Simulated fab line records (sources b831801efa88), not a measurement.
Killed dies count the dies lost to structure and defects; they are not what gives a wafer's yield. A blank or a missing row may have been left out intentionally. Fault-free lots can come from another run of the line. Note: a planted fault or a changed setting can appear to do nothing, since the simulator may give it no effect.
What tool caused it? | flow sky130 | 11 lots with 33 wafers sampled at 6 steps, on a route of 708 steps

## WHAT THE GAUGES READ, wafer by wafer
SKY_LDD_HVN_OVL_MEAS_07.
lot  | measured     | on         | LDD_HVN_OVL (nm)
L595 | day 20 04:40 | overlay-02 | -0.2 -2.2 -0.8
L600 | day 22 12:23 | overlay-01 | 1.2 -0.7 -0.4
L599 | day 22 13:00 | overlay-01 | 2.5 1.8 1.2
L602 | day 23 07:18 | overlay-01 | 1.9 2.3 -0.1
L604 | day 23 10:02 | overlay-01 | -2.4 0.8 -0.6
L605 | day 24 01:16 | overlay-01 | 1.1 0.5 0.1
L606 | day 24 12:58 | overlay-02 | -1.6 -0.5 -2.8
L607 | day 24 18:23 | overlay-02 | -1.6 -1.2 -0.2
L612 | day 27 08:59 | overlay-01 | 0.6 1.3 2.4
L615 | day 27 15:23 | overlay-01 | -0.3 -1.4 -1.4
L618 | day 28 07:02 | overlay-02 | -1.7 -0.1 -0.9

SKY_LDD_HVP_OVL_MEAS_07.
lot  | measured     | on         | LDD_HVP_OVL (nm)
L595 | day 21 10:33 | overlay-02 | -0.4 -2.4 0.9
L600 | day 23 18:40 | overlay-02 | 2.1 2.6 0.9
L599 | day 23 19:34 | overlay-02 | -0.5 -0.9 0.0
L602 | day 24 13:15 | overlay-01 | 1.3 1.0 0.4
L604 | day 24 15:52 | overlay-02 | -2.2 -1.9 -2.1
L605 | day 25 06:58 | overlay-01 | -0.5 -0.1 -0.5
L606 | day 25 18:01 | overlay-01 | -0.2 -0.8 1.0
L607 | day 25 23:14 | overlay-02 | 1.6 2.7 -0.3
L612 | day 28 13:32 | overlay-01 | 1.0 2.4 2.1
L615 | day 28 20:12 | overlay-02 | 0.1 0.7 -1.1
L618 | day 29 11:55 | overlay-02 | 2.0 -1.9 -0.7

SKY_POLY_CUT_CD_MEAS_08 targets a cd of 270 nm.
lot  | measured     | on       | cdNm (nm)
L595 | day 24 01:11 | cdSem-02 | 270.6 270.1 270.4
L600 | day 26 07:45 | cdSem-02 | 269.8 270.1 270.4
L599 | day 26 09:20 | cdSem-01 | 268.5 269.0 269.8
L602 | day 27 01:58 | cdSem-02 | 271.2 270.7 272.1
L604 | day 27 04:32 | cdSem-02 | 270.5 273.6 273.0
L605 | day 27 19:09 | cdSem-02 | 269.5 270.7 269.4
L606 | day 28 06:08 | cdSem-02 | 271.1 271.6 271.4
L607 | day 28 10:50 | cdSem-02 | 270.5 269.7 270.1
L612 | day 31 00:48 | cdSem-02 | 268.3 270.3 269.5
L615 | day 31 06:10 | cdSem-01 | 272.4 271.9 272.4
L618 | day 31 21:53 | cdSem-01 | 269.7 268.5 269.2

SKY_LI_CONTACT_RS_MEAS_22: the measuring method here is four-point-probe.
lot  | measured     | on           | LI_CONTACT_W_RS (ohm/sq)
L595 | day 29 00:25 | filmMetro-02 | 0.283 0.287 0.288
L600 | day 31 04:19 | filmMetro-01 | 0.289 0.285 0.284
L599 | day 31 05:53 | filmMetro-02 | 0.289 0.279 0.280
L602 | day 31 22:25 | filmMetro-01 | 0.280 0.285 0.284
L604 | day 32 00:29 | filmMetro-01 | 0.278 0.280 0.286
L605 | day 32 13:50 | filmMetro-02 | 0.287 0.288 0.285
L606 | day 33 00:05 | filmMetro-04 | 0.286 0.284 0.284
L607 | day 33 05:38 | filmMetro-04 | 0.294 0.282 0.281
L612 | day 35 15:13 | filmMetro-01 | 0.280 0.279 0.256
L615 | day 35 18:35 | filmMetro-04 | 0.256 0.257 0.278
L618 | day 36 12:57 | filmMetro-02 | 0.279 0.283 0.283

SKY_LI_CONTACT_THK_MEAS_23: measures by xrf.
lot  | measured     | on           | LI_CONTACT_W_THK (nm)
L595 | day 29 00:32 | filmMetro-02 | 401 393 397
L600 | day 31 04:25 | filmMetro-01 | 382 388 392
L599 | day 31 05:59 | filmMetro-02 | 392 409 404
L602 | day 31 22:31 | filmMetro-01 | 394 390 391
L604 | day 32 00:37 | filmMetro-01 | 396 388 380
L605 | day 32 13:58 | filmMetro-02 | 394 393 400
L606 | day 33 00:12 | filmMetro-04 | 394 398 394
L607 | day 33 05:45 | filmMetro-04 | 385 401 400
L612 | day 35 15:19 | filmMetro-01 | 393 394 431
L615 | day 35 18:42 | filmMetro-04 | 444 442 409
L618 | day 36 13:04 | filmMetro-02 | 405 399 399

## WHAT TOOL EACH LOT RAN ON (gives the tool, then ch and the chambers of the sampled wafers, and finally the start)
lot  | SKY_LI_CONTACT_CVD_21
L595 | cvdW-01 ch 0,1, day 29 00:18
L600 | cvdW-01 ch 1, day 31 04:10
L599 | cvdW-02 ch 0,1, day 31 05:46
L602 | cvdW-01 ch 0,1, day 31 22:17
L604 | cvdW-02 ch 0,1, day 32 00:22
L605 | cvdW-01 ch 0,1, day 32 13:43
L606 | cvdW-01 ch 0,1, day 32 23:57
L607 | cvdW-02 ch 0,1, day 33 05:30
L612 | cvdW-02 ch 0,1, day 35 15:04
L615 | cvdW-02 ch 0,1, day 35 18:27
L618 | cvdW-01 ch 0,1, day 36 12:49
- SKY_LI_CONTACT_CVD_21: deposits W, target thk 400 nm, time 120.56 s.

## WHAT THE TOOLS THEMSELVES READ (means of the sampled wafers that have a number; where no wafer has one, the mark that the record gives instead)
SKY_LI_CONTACT_CVD_21.
lot  | tool    | heaterPowerW (W) | susceptorTempC (C)
L595 | cvdW-01 | 894              | 400.15
L600 | cvdW-01 | 870              | 400.40
L599 | cvdW-02 | 857              | 400.35
L602 | cvdW-01 | 908              | 400.15
L604 | cvdW-02 | 885              | 400.03
L605 | cvdW-01 | 899              | 400.03
L606 | cvdW-01 | 900              | 400.13
L607 | cvdW-02 | 874              | 399.61
L612 | cvdW-02 | 888              | 402.11
L615 | cvdW-02 | 866              | 404.14
L618 | cvdW-01 | 908              | 400.23

## THE ANSWER, worked out from the rows above alone
Rule: the lots themselves supply what counts as usual. The widest of any qualifying gaps counts: lots, ordered by their means at a reading, are off when they make up no more than a third of the lots, leave a main group of 4 or more, and stand apart from it by 3 or more times the standard deviation of that group's means. Not used: any main group whose means are identical at the precision the tables above print for the reading. Also off: a lot with no number at a reading for which 4 or more lots have one. The other lots that the step has rows for count as sound. First the gauges in route order, then the tools' own readings, where a lot's mean is used as printed above. The first step at which some lot is off is used, and at that step the reading that is off furthest; a lot without a number counts as furthest.
Off: L612, L615, at SKY_LI_CONTACT_RS_MEAS_22 (LI_CONTACT_W_RS). The main group: mean 0.284 ohm/sq, standard deviation 0.0019.
A tool fits if, at a process step before that reading, it ran every lot that is off, and no sound lot after the first of them. The gauges at SKY_LI_CONTACT_RS_MEAS_22 aren't tried: what is off there is off at SKY_LI_CONTACT_CVD_21 too, on other tools, and a gauge's error can't cause that. One fits: SKY_LI_CONTACT_CVD_21 on cvdW-02. A fault onset in the window from L607 (day 33 05:30, its last sound lot) to L612 (day 35 15:04, its first lot off) fits.
On the lots that are off, the tool's own readings at SKY_LI_CONTACT_CVD_21 differ by more than 5 times the standard deviation of the sound lots' means, which bears it out; susceptorTempC reads 403.12 C there versus 400.12 C on the sound lots.

## WHAT THE SIMULATOR HAD INSERTED
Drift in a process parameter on cvdW-02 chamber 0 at SKY_LI_CONTACT_CVD_21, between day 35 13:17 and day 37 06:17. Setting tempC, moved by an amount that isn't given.
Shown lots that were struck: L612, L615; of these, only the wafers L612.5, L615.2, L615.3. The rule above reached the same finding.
